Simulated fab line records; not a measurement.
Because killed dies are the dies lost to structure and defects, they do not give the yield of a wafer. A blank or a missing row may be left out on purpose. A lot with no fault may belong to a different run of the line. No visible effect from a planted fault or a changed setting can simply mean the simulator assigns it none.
Which tool did it? / flow sky130 / 7 lots, 21 wafers sampled, at 1 step of a route of 708

== WHAT THE GAUGES READ, wafer by wafer ==
SKY_METAL2_THK_MEAS_06: measures by xrf.
lot=L222; measured=day 35 08:29; on=film metro-02; METAL2_ALCU_THK (nm)=255 258 260
lot=L225; measured=day 36 14:49; on=film metro-04; METAL2_ALCU_THK (nm)=253 251 252
lot=L228; measured=day 37 05:02; on=film metro-02; METAL2_ALCU_THK (nm)=255 259 257
lot=L233; measured=day 38 19:52; on=film metro-02; METAL2_ALCU_THK (nm)=249 248 252
lot=L238; measured=day 39 18:52; on=film metro-02; METAL2_ALCU_THK (nm)=251 249 250
lot=L242; measured=day 40 20:26; on=film metro-01; METAL2_ALCU_THK (nm)=250 251 250
lot=L244; measured=day 41 14:15; on=film metro-02; METAL2_ALCU_THK (nm)=256 253 258

== TOOL THAT RAN EACH LOT (tool first, then ch and the chambers of the sampled wafers, then the start) ==
The record holds no process step before these readings.

== THE ANSWER, worked out from the rows above alone ==
Rule: what is usual is taken from the lots themselves. The widest of any qualifying gaps counts: lots, ordered by their means at a reading, are off when they make up no more than a third of the lots, leave a main group of 4 or more, and stand apart from it by 3 or more times the standard deviation of that group's means. Not used: any main group whose means are identical at the precision the tables above print for the reading. Also off: a lot with no number at a reading for which 4 or more lots have one. The other lots that the step has rows for count as sound.
No lot is off on any of the readings shown, so nothing can be concluded from this.

== WHAT HAD BEEN PUT IN BY THE SIMULATOR ==
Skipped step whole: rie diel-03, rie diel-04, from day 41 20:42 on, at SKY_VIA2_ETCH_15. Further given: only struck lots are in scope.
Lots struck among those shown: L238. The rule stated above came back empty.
